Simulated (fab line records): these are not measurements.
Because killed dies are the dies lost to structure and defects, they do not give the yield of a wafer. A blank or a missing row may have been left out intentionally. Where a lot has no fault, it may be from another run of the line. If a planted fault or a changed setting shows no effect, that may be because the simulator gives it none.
8D (eight disciplines) problem report, filled in by code | flow sfq-line | the parts of the form that need people (team, actions taken, sign-off) are left out

== 1. THE ISSUE ==
Wafers without a fault read 199.5 nm, standard deviation 1; thk-nm at SFQ_TRILAYER_I6_METRO_MEASURE_167 reads a mean of 494.5 nm on 6 wafers belonging to 2 lots. That is +99 or more standard deviations from the usual mean.
First seen on wafer L195.3, day 75 17:17, on film-metro-01. The record holds 42 wafers of 14 lots with a number at this step. The rule behind "out" and "out of limits": a value lying over 4 standard deviations away from the usual mean. The rest of the wafers with a number are treated as sound.

== 2. WHAT IT IS, AND WHAT IT ISN'T ==
question                    | is                           | is not
which readings at this step | thk-nm                       | -
which lots                  | L195, L196                   | L191, L198, L201, L205, L206, L207, L208, L209, L211, L212, L213, L214
which wafers of those lots  | all that have a number       | -
read on which tools         | film-metro-01, film-metro-02 | film-metro-03
when                        | from day 75 17:17            | up to then (3 sound wafers); but 33 sound wafers of L198, L201, L205, L206, L207, L208, L209, L211, L212, L213, L214 came after

== 3. THE SUSPECTS, EACH WITH WHAT RULES IT OUT ==
Counting: any tool at a process step up to the reading is kept as a suspect provided that every lot that is out went through it and no sound lot did after the first of them.
- cmp-02 at SFQ_TRILAYER_I6_CMP_CMP_166 (polishes SiO2): ruled out as a lasting fault. Following L195 (day 75 14:46), the first lot on it that is out, the sound lots L201, L205, L207, L209, L211, L212, L213 were run on it.
Left after counting: nothing in the record.

== 4. THE CAUSE (what the simulator had put in) ==
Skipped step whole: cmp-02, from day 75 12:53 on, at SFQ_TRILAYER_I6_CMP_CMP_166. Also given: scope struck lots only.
The count ruled it out by mistake, since the rule takes a fault to strike every lot its tool runs from the start of the fault on, and this one did not do so.

== 5. THE EFFECT CHAIN, in route order ==
Each row: a reading where the mean over the struck wafers with a number is more than 3 standard deviations away from the usual. Readings are gone through only where the record gives a usual standard deviation; hours: the median, over the lots, of the time from a lot's start at the first step in this table giving one to that lot's start at this step; sigmas: the change measured in usual standard deviations.
hours | step                                  | reading        | usual      | on struck wafers | change | sigmas
0     | SFQ_TRILAYER_I6_METRO_MEASURE_167     | thk-nm         | 199.5 nm   | 494.5            | +295.0 | +99 or more
106   | SFQ_TRILAYER_I6_VIA_ETCH_VIA_ETCH_172 | oes-product-au | 0.853 a.u. | 1.615            | +0.762 | +99 or more
It contains these process steps:
- SFQ_TRILAYER_I6_METRO_MEASURE_167
- SFQ_TRILAYER_I6_VIA_ETCH_VIA_ETCH_172: etches SiO2 in CHF3, stops on Nb, target depth 260 nm.
Readings that are blank on the struck wafers while sound wafers have them: edge-zone-pressure-frac at SFQ_TRILAYER_I6_CMP_CMP_166; head-pressure-psi at SFQ_TRILAYER_I6_CMP_CMP_166; motor-current-A at SFQ_TRILAYER_I6_CMP_CMP_166; time-to-endpoint-s at SFQ_TRILAYER_I6_CMP_CMP_166.

== 6. HOW IT WOULD HAVE BEEN CAUGHT EARLIER ==
In this record no reading fell out of limits until day 75 17:17, 4 hours after the fault had begun at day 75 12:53.
At SFQ_TRILAYER_I6_CMP_CMP_166 the tool's readings are blank on the struck wafers, where sound wafers have them: an empty tool record is the first sign, and it was there at once.
